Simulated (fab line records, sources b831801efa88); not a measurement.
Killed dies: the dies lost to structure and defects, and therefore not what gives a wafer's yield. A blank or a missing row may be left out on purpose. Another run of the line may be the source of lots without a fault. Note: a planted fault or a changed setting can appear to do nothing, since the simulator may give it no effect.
fab line records :: flow gf180mcu
[record]
  lots = 5
  wafers = 15
  last_day = 34
route steps=602 shown V1@348
lots with no fault: from the same line, run without faults
start_h: hours from the record's opening day to when the first of the lot's shown wafers began :: wait_h: hours from the lot's prior step to this one :: " the same as in the row above :: L1.1+2: a row that stands for several wafers :: - no value, or no start was given :: * or withheld: withheld :: < > ~ a bound
route shown NAME@n: a module of which the file shows steps, and the number in the route of the first :: usual: average and standard deviation across the fault-free wafers :: same: alike in all rows :: chamber/n: place in a boat :: sites: per-site readings :: _std_site: standard deviation of those values :: _edge_site: outer sites' mean less inner sites' :: radius_mm: how far each site lies from the wafer's centre :: mask NAME#n: copy n :: behind: the most recent tool/chamber to have shaped the wafer :: hold: cause of the lot's hold/its duration in hours/its outcome :: device: the transistor (n, p or np) that didn't switch :: end of line: the route-end tests of the same wafers :: a step without rows: its recipe alone :: killed: count of dies lost to structure and defects at first sort (not the wafer's yield) :: map: a wafer's dies, x killed, . not, _ none there
set.NAME: the run value of the setting; set.NAME@STEP: its run value at that earlier step :: model.NAME: the simulator's own value behind a step, which no gauge read
lots seen at some steps along the route; tables by step, rows by wafer
services: when a tool's chamber went out of use (start_h, in hours from the record's first day, below 0 if earlier), for how many hours, and the reason
[[steps]]
[step GF_V1_DEVELOP_13]
[recipe]
  develop_time_s = 60
  resist = KrF
  dev_temp_c = 21
[usual]
  developer_temp_C = 20.98/0.11
lot.wafer: L082.1
tool: litho_track-03
chamber: 0
start_h: 485.29
wait_h: 0.2
developer_temp_C: 20.95

lot.wafer: L082.2
tool: litho_track-03
chamber: 0
start_h: 485.29
wait_h: 0.2
developer_temp_C: 20.98

lot.wafer: L082.6
tool: litho_track-03
chamber: 0
start_h: 485.29
wait_h: 0.2
developer_temp_C: 20.74

lot.wafer: L088.1
tool: litho_track-03
chamber: 0
start_h: 537.13
wait_h: 0.2
developer_temp_C: 20.99

lot.wafer: L088.3
tool: litho_track-03
chamber: 0
start_h: 537.13
wait_h: 0.2
developer_temp_C: 21.09

lot.wafer: L088.6
tool: litho_track-03
chamber: 0
start_h: 537.13
wait_h: 0.2
developer_temp_C: 21.03

lot.wafer: L091.1
tool: litho_track-03
chamber: 0
start_h: 560.38
wait_h: 0.2
developer_temp_C: 21.30

lot.wafer: L091.3
tool: litho_track-03
chamber: 0
start_h: 560.38
wait_h: 0.2
developer_temp_C: 21.22

lot.wafer: L091.6
tool: litho_track-03
chamber: 0
start_h: 560.38
wait_h: 0.2
developer_temp_C: 21.16

lot.wafer: L092.4
tool: litho_track-01
chamber: 0
start_h: 575.80
wait_h: 0.1
developer_temp_C: 20.97

lot.wafer: L092.5
tool: litho_track-01
chamber: 0
start_h: 575.80
wait_h: 0.1
developer_temp_C: 20.85

lot.wafer: L092.6
tool: litho_track-01
chamber: 0
start_h: 575.80
wait_h: 0.1
developer_temp_C: 21.10

lot.wafer: L097.2
tool: litho_track-04
chamber: 0
start_h: 605.25
wait_h: 0.2
developer_temp_C: 21.03

lot.wafer: L097.5
tool: litho_track-04
chamber: 0
start_h: 605.25
wait_h: 0.2
developer_temp_C: 20.89

lot.wafer: L097.6
tool: litho_track-04
chamber: 0
start_h: 605.25
wait_h: 0.2
developer_temp_C: 20.92
[step GF_V1_CD_MEAS_14]
[recipe]
  target_cd_nm = 260
[usual]
  cd_nm = 259.6/1.1
lot.wafer: L082.1
tool: cd_sem-02
chamber: -
start_h: 485.44
wait_h: 0.1
cd_nm: 259.7

lot.wafer: L082.2
tool: cd_sem-02
chamber: -
start_h: 485.44
wait_h: 0.1
cd_nm: 260.8

lot.wafer: L082.6
tool: cd_sem-02
chamber: -
start_h: 485.44
wait_h: 0.1
cd_nm: 259.9

lot.wafer: L088.1
tool: cd_sem-02
chamber: -
start_h: 537.28
wait_h: 0.1
cd_nm: 260.7

lot.wafer: L088.3
tool: cd_sem-02
chamber: -
start_h: 537.28
wait_h: 0.1
cd_nm: 258.8

lot.wafer: L088.6
tool: cd_sem-02
chamber: -
start_h: 537.28
wait_h: 0.1
cd_nm: 260.3

lot.wafer: L091.1
tool: cd_sem-02
chamber: -
start_h: 560.53
wait_h: 0.1
cd_nm: 258.2

lot.wafer: L091.3
tool: cd_sem-02
chamber: -
start_h: 560.53
wait_h: 0.1
cd_nm: 258.0

lot.wafer: L091.6
tool: cd_sem-02
chamber: -
start_h: 560.53
wait_h: 0.1
cd_nm: 258.6

lot.wafer: L092.4
tool: cd_sem-01
chamber: -
start_h: 575.93
wait_h: 0.1
cd_nm: 259.6

lot.wafer: L092.5
tool: cd_sem-01
chamber: -
start_h: 575.93
wait_h: 0.1
cd_nm: 259.4

lot.wafer: L092.6
tool: cd_sem-01
chamber: -
start_h: 575.93
wait_h: 0.1
cd_nm: 258.1

lot.wafer: L097.2
tool: cd_sem-02
chamber: -
start_h: 605.39
wait_h: 0.1
cd_nm: 257.5

lot.wafer: L097.5
tool: cd_sem-02
chamber: -
start_h: 605.39
wait_h: 0.1
cd_nm: 259.1

lot.wafer: L097.6
tool: cd_sem-02
chamber: -
start_h: 605.39
wait_h: 0.1
cd_nm: 258.8
[step GF_V1_OVL_MEAS_15]
[usual]
  V1_OVL = 1/6.1
lot.wafer: L082.1
tool: overlay-02
chamber: -
start_h: 485.56
wait_h: 0.1
V1_OVL[nm]: 2

lot.wafer: L082.2
tool: overlay-02
chamber: -
start_h: 485.56
wait_h: 0.1
V1_OVL[nm]: 5

lot.wafer: L082.6
tool: overlay-02
chamber: -
start_h: 485.56
wait_h: 0.1
V1_OVL[nm]: 7

lot.wafer: L088.1
tool: overlay-02
chamber: -
start_h: 537.40
wait_h: 0.1
V1_OVL[nm]: 8

lot.wafer: L088.3
tool: overlay-02
chamber: -
start_h: 537.40
wait_h: 0.1
V1_OVL[nm]: 0

lot.wafer: L088.6
tool: overlay-02
chamber: -
start_h: 537.40
wait_h: 0.1
V1_OVL[nm]: -6

lot.wafer: L091.1
tool: overlay-02
chamber: -
start_h: 560.65
wait_h: 0.1
V1_OVL[nm]: -1

lot.wafer: L091.3
tool: overlay-02
chamber: -
start_h: 560.65
wait_h: 0.1
V1_OVL[nm]: -5

lot.wafer: L091.6
tool: overlay-02
chamber: -
start_h: 560.65
wait_h: 0.1
V1_OVL[nm]: -8

lot.wafer: L092.4
tool: overlay-01
chamber: -
start_h: 576.01
wait_h: 0.1
V1_OVL[nm]: -1

lot.wafer: L092.5
tool: overlay-01
chamber: -
start_h: 576.01
wait_h: 0.1
V1_OVL[nm]: 1

lot.wafer: L092.6
tool: overlay-01
chamber: -
start_h: 576.01
wait_h: 0.1
V1_OVL[nm]: -5

lot.wafer: L097.2
tool: overlay-01
chamber: -
start_h: 605.50
wait_h: 0.1
V1_OVL[nm]: 6

lot.wafer: L097.5
tool: overlay-01
chamber: -
start_h: 605.50
wait_h: 0.1
V1_OVL[nm]: -5

lot.wafer: L097.6
tool: overlay-01
chamber: -
start_h: 605.50
wait_h: 0.1
V1_OVL[nm]: 10
[step GF_V1_ETCH_16]
[recipe]
  chemistry = N2/H2
  target_depth_a = withheld
  overetch_a = withheld
  time_s = withheld
  target = BARC
  ion_energy_ev = 200
  source_w = 500
  bias_w = 100
  pressure_mtorr = 30
  n2_flow_sccm = 100
  h2_flow_sccm = 200
[usual]
  bias_w = 99.95/0.29
  drypump_motor_current_A = 5.8/0.52
  oes_product_au = 0.855/0.0046
  throttle_valve_pct = 13.226/0.0092
lot.wafer: L082.1
tool: rie_diel-03
chamber: 3
start_h: 485.59
wait_h: 0.0
bias_w: 99.70
drypump_motor_current_A: 5.5
oes_product_au: 0.852
throttle_valve_pct: 13.242

lot.wafer: L082.2
tool: rie_diel-03
chamber: 1
start_h: 485.59
wait_h: 0.0
bias_w: 99.84
drypump_motor_current_A: 5.8
oes_product_au: 0.860
throttle_valve_pct: 13.231

lot.wafer: L082.6
tool: rie_diel-03
chamber: 0
start_h: 485.59
wait_h: 0.0
bias_w: 99.94
drypump_motor_current_A: 4.8
oes_product_au: 0.850
throttle_valve_pct: 13.213

lot.wafer: L088.1
tool: rie_diel-03
chamber: 1
start_h: 537.44
wait_h: 0.0
bias_w: 99.83
drypump_motor_current_A: 5.8
oes_product_au: 0.854
throttle_valve_pct: 13.225

lot.wafer: L088.3
tool: rie_diel-03
chamber: 3
start_h: 537.44
wait_h: 0.0
bias_w: 100.00
drypump_motor_current_A: 5.5
oes_product_au: 0.854
throttle_valve_pct: 13.222

lot.wafer: L088.6
tool: rie_diel-03
chamber: 3
start_h: 537.44
wait_h: 0.0
bias_w: 99.78
drypump_motor_current_A: 5.5
oes_product_au: 0.851
throttle_valve_pct: 13.221

lot.wafer: L091.1
tool: rie_diel-01
chamber: 1
start_h: 560.69
wait_h: 0.0
bias_w: 100.77
drypump_motor_current_A: 5.6
oes_product_au: 0.852
throttle_valve_pct: 13.221

lot.wafer: L091.3
tool: rie_diel-01
chamber: 0
start_h: 560.69
wait_h: 0.0
bias_w: 99.79
drypump_motor_current_A: 6.4
oes_product_au: 0.858
throttle_valve_pct: 13.250

lot.wafer: L091.6
tool: rie_diel-01
chamber: 2
start_h: 560.69
wait_h: 0.0
bias_w: 99.99
drypump_motor_current_A: 6.6
oes_product_au: 0.853
throttle_valve_pct: 13.228

lot.wafer: L092.4
tool: rie_diel-01
chamber: 1
start_h: 576.03
wait_h: 0.0
bias_w: 100.12
drypump_motor_current_A: 5.6
oes_product_au: 0.854
throttle_valve_pct: 13.231

lot.wafer: L092.5
tool: rie_diel-01
chamber: 1
start_h: 576.03
wait_h: 0.0
bias_w: 99.56
drypump_motor_current_A: 5.6
oes_product_au: 0.860
throttle_valve_pct: 13.232

lot.wafer: L092.6
tool: rie_diel-01
chamber: 0
start_h: 576.03
wait_h: 0.0
bias_w: 99.69
drypump_motor_current_A: 6.4
oes_product_au: 0.862
throttle_valve_pct: 13.210

lot.wafer: L097.2
tool: rie_diel-02
chamber: 3
start_h: 605.53
wait_h: 0.0
bias_w: 99.49
drypump_motor_current_A: 5.9
oes_product_au: 0.849
throttle_valve_pct: 13.224

lot.wafer: L097.5
tool: rie_diel-02
chamber: 3
start_h: 605.53
wait_h: 0.0
bias_w: 99.88
drypump_motor_current_A: 5.9
oes_product_au: 0.854
throttle_valve_pct: 13.229

lot.wafer: L097.6
tool: rie_diel-02
chamber: 0
start_h: 605.53
wait_h: 0.0
bias_w: 99.93
drypump_motor_current_A: 6.1
oes_product_au: 0.854
throttle_valve_pct: 13.251
[step GF_V1_ETCH_17]
[recipe]
  chemistry = C4F8/O2/Ar
  mask_material = KrF
  target = SiO2
  stop_on = TiN
  source_w = 1500
  bias_w = 1200
  pressure_mtorr = 40
  c4f8_flow_sccm = withheld
  O2_flow_sccm = 6
  Ar_flow_sccm = 300
  time_s = withheld
  target_depth_a = 6300
[usual]
  bias_w = 1199/4.3
  oes_product_au = 0.855/0.0048
lot.wafer: L082.1
tool: rie_diel-03
chamber: 3
start_h: -
wait_h: -
bias_w: 1205
oes_product_au: 0.855

lot.wafer: L082.2
tool: rie_diel-03
chamber: 1
start_h: -
wait_h: -
bias_w: 1199
oes_product_au: 0.855

lot.wafer: L082.6
tool: rie_diel-03
chamber: 0
start_h: -
wait_h: -
bias_w: 1197
oes_product_au: 0.855

lot.wafer: L088.1
tool: rie_diel-03
chamber: 1
start_h: -
wait_h: -
bias_w: 1195
oes_product_au: 0.855

lot.wafer: L088.3
tool: rie_diel-03
chamber: 3
start_h: -
wait_h: -
bias_w: 1203
oes_product_au: 0.846

lot.wafer: L088.6
tool: rie_diel-03
chamber: 3
start_h: -
wait_h: -
bias_w: 1201
oes_product_au: 0.850

lot.wafer: L091.1
tool: rie_diel-01
chamber: 1
start_h: -
wait_h: -
bias_w: 1197
oes_product_au: 0.861

lot.wafer: L091.3
tool: rie_diel-01
chamber: 0
start_h: -
wait_h: -
bias_w: 1204
oes_product_au: 0.856

lot.wafer: L091.6
tool: rie_diel-01
chamber: 2
start_h: -
wait_h: -
bias_w: 1202
oes_product_au: 0.849

lot.wafer: L092.4
tool: rie_diel-01
chamber: 1
start_h: -
wait_h: -
bias_w: 1198
oes_product_au: 0.860

lot.wafer: L092.5
tool: rie_diel-01
chamber: 1
start_h: -
wait_h: -
bias_w: 1202
oes_product_au: 0.859

lot.wafer: L092.6
tool: rie_diel-01
chamber: 0
start_h: -
wait_h: -
bias_w: 1195
oes_product_au: 0.851

lot.wafer: L097.2
tool: rie_diel-02
chamber: 3
start_h: -
wait_h: -
bias_w: 1194
oes_product_au: 0.862

lot.wafer: L097.5
tool: rie_diel-02
chamber: 3
start_h: -
wait_h: -
bias_w: 1199
oes_product_au: 0.853

lot.wafer: L097.6
tool: rie_diel-02
chamber: 0
start_h: -
wait_h: -
bias_w: 1204
oes_product_au: 0.855
[step GF_V1_STRIP_18]
[recipe]
  chemistry = O2/N2
  power_w = 1400
  pressure_mtorr = 1500
  platen_temp_c = 250
  o2_flow_sccm = 3000
  n2_flow_sccm = 300
  overash_fraction = 0.5
[usual]
  drypump_motor_current_A = 6.1/0.39
  heater_power_w = 370/31
  oes_product_au = 0.599/0.0049
lot.wafer: L082.1
tool: plasma_asher-02
chamber: 1
start_h: 485.72
wait_h: -
drypump_motor_current_A: 5.8
heater_power_w: 410
oes_product_au: 0.600
rf_hours_counter_h: 83

lot.wafer: L082.2
tool: plasma_asher-02
chamber: 0
start_h: 485.72
wait_h: -
drypump_motor_current_A: 5.6
heater_power_w: 394
oes_product_au: 0.605
rf_hours_counter_h: 83

lot.wafer: L082.6
tool: plasma_asher-02
chamber: 0
start_h: 485.72
wait_h: -
drypump_motor_current_A: 5.6
heater_power_w: 394
oes_product_au: 0.606
rf_hours_counter_h: -

lot.wafer: L088.1
tool: plasma_asher-02
chamber: 1
start_h: 537.57
wait_h: -
drypump_motor_current_A: 5.8
heater_power_w: 402
oes_product_au: 0.603
rf_hours_counter_h: 89

lot.wafer: L088.3
tool: plasma_asher-02
chamber: 0
start_h: 537.57
wait_h: -
drypump_motor_current_A: 5.6
heater_power_w: 393
oes_product_au: 0.606
rf_hours_counter_h: -

lot.wafer: L088.6
tool: plasma_asher-02
chamber: 1
start_h: 537.57
wait_h: -
drypump_motor_current_A: 5.8
heater_power_w: 408
oes_product_au: 0.592
rf_hours_counter_h: -

lot.wafer: L091.1
tool: plasma_asher-02
chamber: 1
start_h: 560.82
wait_h: -
drypump_motor_current_A: 5.8
heater_power_w: 408
oes_product_au: 0.598
rf_hours_counter_h: 92

lot.wafer: L091.3
tool: plasma_asher-02
chamber: 0
start_h: 560.82
wait_h: -
drypump_motor_current_A: 5.6
heater_power_w: 395
oes_product_au: 0.606
rf_hours_counter_h: -

lot.wafer: L091.6
tool: plasma_asher-02
chamber: 0
start_h: 560.82
wait_h: -
drypump_motor_current_A: 5.6
heater_power_w: 398
oes_product_au: 0.608
rf_hours_counter_h: -

lot.wafer: L092.4
tool: plasma_asher-02
chamber: 1
start_h: 576.19
wait_h: -
drypump_motor_current_A: 5.8
heater_power_w: 405
oes_product_au: 0.596
rf_hours_counter_h: -

lot.wafer: L092.5
tool: plasma_asher-02
chamber: 0
start_h: 576.19
wait_h: -
drypump_motor_current_A: 5.6
heater_power_w: 395
oes_product_au: 0.594
rf_hours_counter_h: -

lot.wafer: L092.6
tool: plasma_asher-02
chamber: 1
start_h: 576.19
wait_h: -
drypump_motor_current_A: 5.8
heater_power_w: 406
oes_product_au: 0.593
rf_hours_counter_h: -

lot.wafer: L097.2
tool: plasma_asher-01
chamber: 1
start_h: 605.66
wait_h: -
drypump_motor_current_A: 6.2
heater_power_w: 338
oes_product_au: 0.604
rf_hours_counter_h: 53

lot.wafer: L097.5
tool: plasma_asher-01
chamber: 1
start_h: 605.66
wait_h: -
drypump_motor_current_A: 6.2
heater_power_w: 340
oes_product_au: 0.599
rf_hours_counter_h: -

lot.wafer: L097.6
tool: plasma_asher-01
chamber: 0
start_h: 605.66
wait_h: -
drypump_motor_current_A: 6.6
heater_power_w: 340
oes_product_au: 0.600
rf_hours_counter_h: -
[step GF_V1_STRIP_19]
[recipe]
  chemistry = post_etch_residue_remover
  time_s = 1200
  temp_c = 72.5
[usual]
  bath_guard_temp_C = 72.3/0.51
lot.wafer: L082.1
tool: wet_bench-02
chamber: 1
start_h: 485.82
wait_h: 0.1
bath_guard_temp_C: 72.5

lot.wafer: L082.2
tool: wet_bench-02
chamber: 1
start_h: 485.82
wait_h: 0.1
bath_guard_temp_C: 72.2

lot.wafer: L082.6
tool: wet_bench-02
chamber: 1
start_h: 485.82
wait_h: 0.1
bath_guard_temp_C: 72.8

lot.wafer: L088.1
tool: wet_bench-02
chamber: 2
start_h: 537.67
wait_h: 0.1
bath_guard_temp_C: 71.4

lot.wafer: L088.3
tool: wet_bench-02
chamber: 2
start_h: 537.67
wait_h: 0.1
bath_guard_temp_C: 71.4

lot.wafer: L088.6
tool: wet_bench-02
chamber: 2
start_h: 537.67
wait_h: 0.1
bath_guard_temp_C: 71.8

lot.wafer: L091.1
tool: wet_bench-01
chamber: 2
start_h: 560.92
wait_h: 0.1
bath_guard_temp_C: 72.1

lot.wafer: L091.3
tool: wet_bench-01
chamber: 2
start_h: 560.92
wait_h: 0.1
bath_guard_temp_C: 72.2

lot.wafer: L091.6
tool: wet_bench-01
chamber: 2
start_h: 560.92
wait_h: 0.1
bath_guard_temp_C: 72.0

lot.wafer: L092.4
tool: wet_bench-01
chamber: 1
start_h: 576.26
wait_h: 0.0
bath_guard_temp_C: 73.0

lot.wafer: L092.5
tool: wet_bench-01
chamber: 1
start_h: 576.26
wait_h: 0.0
bath_guard_temp_C: 73.0

lot.wafer: L092.6
tool: wet_bench-01
chamber: 1
start_h: 576.26
wait_h: 0.0
bath_guard_temp_C: 72.8

lot.wafer: L097.2
tool: wet_bench-02
chamber: 3
start_h: 605.76
wait_h: 0.1
bath_guard_temp_C: 72.8

lot.wafer: L097.5
tool: wet_bench-02
chamber: 3
start_h: 605.76
wait_h: 0.1
bath_guard_temp_C: 72.3

lot.wafer: L097.6
tool: wet_bench-02
chamber: 3
start_h: 605.76
wait_h: 0.1
bath_guard_temp_C: 72.7
[step GF_V1_CLEAN_20]
[recipe]
  chemistry = DIW
  dry = n2_spin
lot.wafer: L082.1+2+6
tool: wet_bench-01
chamber: 2
start_h: 486.50
wait_h: 0.0

lot.wafer: L088.1+3+6
tool: wet_bench-01
chamber: 1
start_h: 538.01
wait_h: 0.0

lot.wafer: L091.1+3+6
tool: wet_bench-02
chamber: 1
start_h: 561.26
wait_h: 0.0

lot.wafer: L092.4+5+6
tool: wet_bench-03
chamber: 3
start_h: 576.60
wait_h: 0.0

lot.wafer: L097.2+5+6
tool: wet_bench-01
chamber: 2
start_h: 606.13
wait_h: 0.0
[step GF_V1_SPUTTER_21]
[recipe]
  material = Ti
  target_thk_nm = 15
  chamber_pressure_pa = 5
  power_w = 2500
  substrate_temp_c = 200
  time_s = 80.02
[usual]
  throttle_valve_pct = 30.2/0.84
lot.wafer: L082.1
tool: pvd_sputter-02
chamber: -
start_h: 486.60
wait_h: 0.0
throttle_valve_pct: 28.9

lot.wafer: L082.2
tool: pvd_sputter-02
chamber: -
start_h: 486.60
wait_h: 0.0
throttle_valve_pct: 29.8

lot.wafer: L082.6
tool: pvd_sputter-02
chamber: -
start_h: 486.60
wait_h: 0.0
throttle_valve_pct: 29.1

lot.wafer: L088.1
tool: pvd_sputter-02
chamber: -
start_h: 538.10
wait_h: 0.0
throttle_valve_pct: 31.6

lot.wafer: L088.3
tool: pvd_sputter-02
chamber: -
start_h: 538.10
wait_h: 0.0
throttle_valve_pct: 29.6

lot.wafer: L088.6
tool: pvd_sputter-02
chamber: -
start_h: 538.10
wait_h: 0.0
throttle_valve_pct: 29.8

lot.wafer: L091.1
tool: pvd_sputter-03
chamber: -
start_h: 561.35
wait_h: 0.0
throttle_valve_pct: 29.7

lot.wafer: L091.3
tool: pvd_sputter-03
chamber: -
start_h: 561.35
wait_h: 0.0
throttle_valve_pct: 30.1

lot.wafer: L091.6
tool: pvd_sputter-03
chamber: -
start_h: 561.35
wait_h: 0.0
throttle_valve_pct: 30.8

lot.wafer: L092.4
tool: pvd_sputter-03
chamber: -
start_h: 576.69
wait_h: 0.0
throttle_valve_pct: 29.5

lot.wafer: L092.5
tool: pvd_sputter-03
chamber: -
start_h: 576.69
wait_h: 0.0
throttle_valve_pct: 29.7

lot.wafer: L092.6
tool: pvd_sputter-03
chamber: -
start_h: 576.69
wait_h: 0.0
throttle_valve_pct: 30.4

lot.wafer: L097.2
tool: pvd_sputter-02
chamber: -
start_h: 606.22
wait_h: 0.0
throttle_valve_pct: 31.5

lot.wafer: L097.5
tool: pvd_sputter-02
chamber: -
start_h: 606.22
wait_h: 0.0
throttle_valve_pct: 29.5

lot.wafer: L097.6
tool: pvd_sputter-02
chamber: -
start_h: 606.22
wait_h: 0.0
throttle_valve_pct: 29.3
[step GF_V1_SPUTTER_22]
[recipe]
  material = TiN
  target_thk_nm = 10
  chamber_pressure_pa = 5
  power_w = 4000
  time_s = 40
[usual]
  throttle_valve_pct = 30.2/0.86
lot.wafer: L082.1
tool: pvd_sputter-02
chamber: -
start_h: 486.66
wait_h: 0.0
throttle_valve_pct: 29.1

lot.wafer: L082.2
tool: pvd_sputter-02
chamber: -
start_h: 486.66
wait_h: 0.0
throttle_valve_pct: 29.8

lot.wafer: L082.6
tool: pvd_sputter-02
chamber: -
start_h: 486.66
wait_h: 0.0
throttle_valve_pct: 29.2

lot.wafer: L088.1
tool: pvd_sputter-02
chamber: -
start_h: 538.16
wait_h: 0.0
throttle_valve_pct: 31.7

lot.wafer: L088.3
tool: pvd_sputter-02
chamber: -
start_h: 538.16
wait_h: 0.0
throttle_valve_pct: 29.7

lot.wafer: L088.6
tool: pvd_sputter-02
chamber: -
start_h: 538.16
wait_h: 0.0
throttle_valve_pct: 30.2

lot.wafer: L091.1
tool: pvd_sputter-03
chamber: -
start_h: 561.41
wait_h: 0.0
throttle_valve_pct: 29.6

lot.wafer: L091.3
tool: pvd_sputter-03
chamber: -
start_h: 561.41
wait_h: 0.0
throttle_valve_pct: 30.0

lot.wafer: L091.6
tool: pvd_sputter-03
chamber: -
start_h: 561.41
wait_h: 0.0
throttle_valve_pct: 30.7

lot.wafer: L092.4
tool: pvd_sputter-03
chamber: -
start_h: 576.75
wait_h: 0.0
throttle_valve_pct: 29.4

lot.wafer: L092.5
tool: pvd_sputter-03
chamber: -
start_h: 576.75
wait_h: 0.0
throttle_valve_pct: 30.3

lot.wafer: L092.6
tool: pvd_sputter-03
chamber: -
start_h: 576.75
wait_h: 0.0
throttle_valve_pct: 30.3

lot.wafer: L097.2
tool: pvd_sputter-02
chamber: -
start_h: 606.28
wait_h: 0.0
throttle_valve_pct: 31.4

lot.wafer: L097.5
tool: pvd_sputter-02
chamber: -
start_h: 606.28
wait_h: 0.0
throttle_valve_pct: 29.6

lot.wafer: L097.6
tool: pvd_sputter-02
chamber: -
start_h: 606.28
wait_h: 0.0
throttle_valve_pct: 29.0
[step GF_V1_CVD_23]
[recipe]
  material = W
  target_thk_nm = 350
  time_s = 105.05
  temp_c = 400
  pressure_torr = 40
[usual]
  heater_power_w = 850/72
  susceptor_temp_C = 400.03/0.22
lot.wafer: L082.1
tool: cvd_w-02
chamber: 0
start_h: 486.70
wait_h: 0.0
heater_power_w: 926
susceptor_temp_C: 399.99

lot.wafer: L082.2
tool: cvd_w-02
chamber: 0
start_h: 486.70
wait_h: 0.0
heater_power_w: 912
susceptor_temp_C: 399.78

lot.wafer: L082.6
tool: cvd_w-02
chamber: 0
start_h: 486.70
wait_h: 0.0
heater_power_w: 909
susceptor_temp_C: 400.05

lot.wafer: L088.1
tool: cvd_w-01
chamber: 0
start_h: 538.20
wait_h: 0.0
heater_power_w: 885
susceptor_temp_C: 400.08

lot.wafer: L088.3
tool: cvd_w-01
chamber: 1
start_h: 538.20
wait_h: 0.0
heater_power_w: 785
susceptor_temp_C: 399.74

lot.wafer: L088.6
tool: cvd_w-01
chamber: 0
start_h: 538.20
wait_h: 0.0
heater_power_w: 877
susceptor_temp_C: 400.08

lot.wafer: L091.1
tool: cvd_w-02
chamber: 1
start_h: 561.45
wait_h: 0.0
heater_power_w: 727
susceptor_temp_C: 400.04

lot.wafer: L091.3
tool: cvd_w-02
chamber: 0
start_h: 561.45
wait_h: 0.0
heater_power_w: 936
susceptor_temp_C: 399.79

lot.wafer: L091.6
tool: cvd_w-02
chamber: 1
start_h: 561.45
wait_h: 0.0
heater_power_w: 716
susceptor_temp_C: 400.19

lot.wafer: L092.4
tool: cvd_w-01
chamber: 1
start_h: 576.83
wait_h: 0.1
heater_power_w: 822
susceptor_temp_C: 399.87

lot.wafer: L092.5
tool: cvd_w-01
chamber: 1
start_h: 576.83
wait_h: 0.1
heater_power_w: 814
susceptor_temp_C: 399.74

lot.wafer: L092.6
tool: cvd_w-01
chamber: 0
start_h: 576.83
wait_h: 0.1
heater_power_w: 896
susceptor_temp_C: 400.16

lot.wafer: L097.2
tool: cvd_w-02
chamber: 1
start_h: 606.32
wait_h: 0.0
heater_power_w: 732
susceptor_temp_C: 400.09

lot.wafer: L097.5
tool: cvd_w-02
chamber: 0
start_h: 606.32
wait_h: 0.0
heater_power_w: 911
susceptor_temp_C: 399.81

lot.wafer: L097.6
tool: cvd_w-02
chamber: 1
start_h: 606.32
wait_h: 0.0
heater_power_w: 727
susceptor_temp_C: 399.83
[step GF_V1_RS_MEAS_24]
[recipe]
  thk_meas_gauge = four-point-probe
  reads = W_of_V1_CVD_23+TiN_of_V1_SPUTTER_22+Ti_of_V1_SPUTTER_21
[usual]
  V1_W_RS = 0.329/0.0035
lot.wafer: L082.1
tool: film_metro-04
chamber: -
start_h: 486.92
wait_h: 0.2
V1_W_RS[ohm/sq]: 0.326

lot.wafer: L082.2
tool: film_metro-04
chamber: -
start_h: 486.92
wait_h: 0.2
V1_W_RS[ohm/sq]: 0.329

lot.wafer: L082.6
tool: film_metro-04
chamber: -
start_h: 486.92
wait_h: 0.2
V1_W_RS[ohm/sq]: 0.329

lot.wafer: L088.1
tool: film_metro-01
chamber: -
start_h: 538.32
wait_h: 0.1
V1_W_RS[ohm/sq]: 0.330

lot.wafer: L088.3
tool: film_metro-01
chamber: -
start_h: 538.32
wait_h: 0.1
V1_W_RS[ohm/sq]: 0.324

lot.wafer: L088.6
tool: film_metro-01
chamber: -
start_h: 538.32
wait_h: 0.1
V1_W_RS[ohm/sq]: 0.333

lot.wafer: L091.1
tool: film_metro-02
chamber: -
start_h: 561.56
wait_h: 0.1
V1_W_RS[ohm/sq]: 0.324

lot.wafer: L091.3
tool: film_metro-02
chamber: -
start_h: 561.56
wait_h: 0.1
V1_W_RS[ohm/sq]: 0.328

lot.wafer: L091.6
tool: film_metro-02
chamber: -
start_h: 561.56
wait_h: 0.1
V1_W_RS[ohm/sq]: 0.327

lot.wafer: L092.4
tool: film_metro-01
chamber: -
start_h: 576.96
wait_h: 0.1
V1_W_RS[ohm/sq]: 0.324

lot.wafer: L092.5
tool: film_metro-01
chamber: -
start_h: 576.96
wait_h: 0.1
V1_W_RS[ohm/sq]: 0.325

lot.wafer: L092.6
tool: film_metro-01
chamber: -
start_h: 576.96
wait_h: 0.1
V1_W_RS[ohm/sq]: 0.325

lot.wafer: L097.2
tool: film_metro-01
chamber: -
start_h: 606.45
wait_h: 0.1
V1_W_RS[ohm/sq]: 0.327

lot.wafer: L097.5
tool: film_metro-01
chamber: -
start_h: 606.45
wait_h: 0.1
V1_W_RS[ohm/sq]: 0.330

lot.wafer: L097.6
tool: film_metro-01
chamber: -
start_h: 606.45
wait_h: 0.1
V1_W_RS[ohm/sq]: 0.328
[[services]]
tool: rie_diel-03
chamber: -
start_h: 464.40
hours: 5.5
kind: repair

tool: cvd_w-01
chamber: 1
start_h: 471.92
hours: 11.9
kind: repair

tool: cvd_w-02
chamber: 1
start_h: 473.35
hours: 24.5
kind: repair

tool: rie_diel-02
chamber: -
start_h: 480.29
hours: 0.1
kind: repair

tool: pvd_sputter-03
chamber: 2
start_h: 480.67
hours: -
kind: consumable_replace:kit

tool: pvd_sputter-03
chamber: 2
start_h: 480.67
hours: 18.0
kind: scheduled_down

tool: pvd_sputter-03
chamber: 2
start_h: 480.67
hours: 18.0
kind: vent_cycle

tool: pvd_sputter-02
chamber: -
start_h: 499.30
hours: 2.0
kind: repair

tool: rie_diel-01
chamber: -
start_h: 501.26
hours: 0.3
kind: repair

tool: cvd_w-01
chamber: -
start_h: 501.65
hours: 1.2
kind: repair

tool: cvd_w-02
chamber: 0
start_h: 511.45
hours: 14.5
kind: repair

tool: plasma_asher-01
chamber: -
start_h: 528.53
hours: 1.3
kind: repair

tool: cvd_w-02
chamber: 1
start_h: 528.83
hours: 1.5
kind: repair

tool: plasma_asher-01
chamber: -
start_h: 534.51
hours: 2.8
kind: pm

tool: cvd_w-02
chamber: 1
start_h: 544.24
hours: 15.1
kind: repair

tool: rie_diel-02
chamber: 1
start_h: 560.52
hours: 19.2
kind: repair

tool: plasma_asher-02
chamber: -
start_h: 569.62
hours: 0.6
kind: repair

tool: rie_diel-03
chamber: -
start_h: 572.67
hours: 0.4
kind: repair

tool: rie_diel-03
chamber: -
start_h: 573.09
hours: 14.6
kind: pm

tool: plasma_asher-01
chamber: -
start_h: 576.22
hours: 1.0
kind: repair

tool: cvd_w-02
chamber: -
start_h: 580.15
hours: 0.5
kind: repair

tool: rie_diel-03
chamber: 0
start_h: 594.70
hours: 17.1
kind: repair

tool: plasma_asher-02
chamber: -
start_h: 599.28
hours: 10.0
kind: pm

tool: plasma_asher-01
chamber: -
start_h: 601.26
hours: 0.9
kind: repair
[[key]]
fault none
